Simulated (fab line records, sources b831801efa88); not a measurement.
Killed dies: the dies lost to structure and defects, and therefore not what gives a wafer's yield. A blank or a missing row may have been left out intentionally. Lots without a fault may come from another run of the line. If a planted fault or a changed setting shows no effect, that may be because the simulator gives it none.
A lot that was struck, set against a sound lot :: flow sky130 :: 43 out of 708 route steps
Sound: these wafers, L699.1, L699.3, L699.4. The struck wafers were L689.1, L689.2, L689.5. The cause is named last.
At each step with rows: each side's tool, then ch and its chambers, then its first start. Under that, the readings that differ: sound wafers :: struck wafers :: difference of the means :: sigmas: that difference in standard deviations of wafers without a fault.
alike: words and numbers the same on both sides, and readings whose means are apart by under 2 such deviations; not compared: readings that were withheld, readings missing a value for some wafer, numbers with overlapping values and no deviation given by the record, and bounds like >300 which may hide the same value.
A row with sigmas, a row that says differs or no value, or rows on one side alone: a step with any of these is where the two part. When numbers do not overlap yet have no deviation, they are printed without sigmas and do not part them. A reading missing from all wafers of one side parts the sides only when that side holds two or more wafers.

first, 5 steps without rows for these wafers: SKY_CONTACT_COAT_09 (resist thk 450 nm); SKY_CONTACT_SOFTBAKE_10 (time 90 s); SKY_CONTACT_EXPOSE_11 (exposes mask CTM1, target cd 170 nm); SKY_CONTACT_PEB_12; SKY_CONTACT_DEVELOP_13 (develop time 60 s).
SKY_CONTACT_CD_MEAS_14: target cd 170 nm.
  sound on cd_sem-02 at day 37 14:14; struck on cd_sem-01 at day 34 07:22
  alike: cd_nm
SKY_CONTACT_OVL_MEAS_15:
  sound on overlay-01 at day 37 14:22; struck on overlay-01 at day 34 07:29
  alike: CONTACT_OVL
then, 3 steps without rows for these wafers: SKY_CONTACT_ETCH_16 (etches BARC in N2/H2, stops on SiO2, time 45.9 s, target depth 60 nm); SKY_CONTACT_ETCH_17 (etches SiO2 in C4F8/O2/Ar, stops on Si3N4, target depth 340 nm); SKY_CONTACT_ETCH_18 (etches Si3N4 in CHF3/O2, stops on TiN, time 39 s, target depth 75 nm).
SKY_CONTACT_STRIP_19: strips in O2/N2.
  sound on plasma_asher-02 ch 0,1, day 37 14:31; struck on plasma_asher-02 ch 0,1, day 34 07:39
  alike: drypump_motor_current_A, oes_product_au, strip_time_to_endpoint_s
  not compared: rf_hours_counter_h
then, 1 step without rows for these wafers: SKY_CONTACT_STRIP_20 (strips in post etch residue remover, time 1200 s).
SKY_CONTACT_CLEAN_21: cleans in IPA, time 180 s.
  sound on wet_bench-01 ch 3, day 37 15:00; struck on wet_bench-01 ch 1, day 34 08:06
then, 1 step without rows for these wafers: SKY_CONTACT_CLEAN_22 (cleans in O3/DIW).
SKY_CONTACT_SPUTTER_23: material TiN, target thk 20 nm, time 80 s.
  sound on pvd_sputter-04 at day 37 15:10; struck on pvd_sputter-04 at day 34 08:16
  alike: throttle_valve_pct
then, 1 step without rows for these wafers: SKY_CONTACT_CVD_24 (deposits W, target thk 340 nm, time 102.12 s).
SKY_CONTACT_RS_MEAS_25: a four-point-probe measurement.
  sound on film_metro-02 at day 37 15:20; struck on film_metro-01 at day 34 08:26
  alike: CONTACT_W_RS
SKY_CONTACT_THK_MEAS_26: measures by xrf.
  sound on film_metro-02 at day 37 15:27; struck on film_metro-01 at day 34 08:33
  alike: CONTACT_W_THK
then, 1 step without rows for these wafers: SKY_CONTACT_CMP_27 (polishes, stops on SiO2, t overpolish 15 s, target thk 0 nm).
SKY_METAL1_SPUTTER_00: material Ti, target thk 15 nm, time 10 s.
  sound on pvd_sputter-02 at day 37 16:00; struck on pvd_sputter-01 at day 34 08:55
  alike: throttle_valve_pct
then, 2 steps without rows for these wafers: SKY_METAL1_SPUTTER_01 (material TiN, target thk 20 nm, time 16.7 s); SKY_METAL1_SPUTTER_02 (material AlCu, target thk 250 nm, time 13.3 s).
SKY_METAL1_SPUTTER_03: material Ti, target thk 5 nm, time 3.3 s.
  sound on pvd_sputter-02 at day 37 16:04; struck on pvd_sputter-01 at day 34 08:59
  alike: throttle_valve_pct
then, 1 step without rows for these wafers: SKY_METAL1_SPUTTER_04 (material TiN, target thk 70 nm, time 58.3 s).
SKY_METAL1_RS_MEAS_05: a four-point-probe measurement.
  sound on film_metro-01 at day 37 16:08; struck on film_metro-01 at day 34 09:03
  alike: METAL1_ALCU_RS
SKY_METAL1_THK_MEAS_06: measures by xrf.
  sound on film_metro-01 at day 37 16:16; struck on film_metro-01 at day 34 09:10
  alike: METAL1_ALCU_THK
then, 8 steps without rows for these wafers: SKY_METAL1_DEHYDRATE_07 (time 60 s); SKY_METAL1_HMDS_08 (prime time 60 s); SKY_METAL1_COAT_09 (resist thk 60 nm); SKY_METAL1_COAT_10 (resist thk 450 nm); SKY_METAL1_SOFTBAKE_11 (time 90 s); SKY_METAL1_EXPOSE_12 (exposes mask MM1, target cd 140 nm); SKY_METAL1_PEB_13; SKY_METAL1_DEVELOP_14 (develop time 60 s).
SKY_METAL1_CD_MEAS_15: target cd 140 nm.
  sound on cd_sem-01 at day 38 17:27; struck on cd_sem-02 at day 35 10:28
reading: cd_nm (nm)
sound: 142.2 141.7 141.7
struck: 137.2 137.2 138.2
difference: -4.3
sigmas: -2
SKY_METAL1_OVL_MEAS_16:
  sound on overlay-02 at day 38 17:34; struck on overlay-01 at day 35 10:35
  alike: METAL1_OVL
SKY_METAL1_DESCUM_17: chemistry O2, time 8 s.
  sound on rie_metal-04 ch 0,1, day 38 17:36; struck on rie_metal-03 ch 0, day 35 10:37
  alike: drypump_motor_current_A, oes_product_au
  not compared: rf_hours_counter_h
then, 5 steps without rows for these wafers: SKY_METAL1_ETCH_18 (etches BARC in N2/H2, stops on SiO2, time 45.9 s, target depth 60 nm); SKY_METAL1_METAL_ETCH_19 (etches the open film in Cl2/BCl3, stops on SiO2, target depth 360 nm, time 78 s); SKY_METAL1_STRIP_20 (strips in O2/N2); SKY_METAL1_STRIP_21 (strips in post etch residue remover, time 1200 s); SKY_METAL1_CLEAN_22 (cleans in IPA, time 180 s).
-- the record jumps here: 12 days lie between the struck wafers' starts before and after (it left off in module METAL1 and takes up again in module PAD_OPEN, whose first step shown is number 708 of the route) --
SKY_PAD_OPEN_PROBE_99:
  record: rows for the struck wafers here (prober-01, day 47 15:20), none for the sound ones

== WHERE THEY PART ==
Last at SKY_PAD_OPEN_PROBE_99 as far as this record goes, first at SKY_METAL1_CD_MEAS_15.

WHY: what the simulator had put in
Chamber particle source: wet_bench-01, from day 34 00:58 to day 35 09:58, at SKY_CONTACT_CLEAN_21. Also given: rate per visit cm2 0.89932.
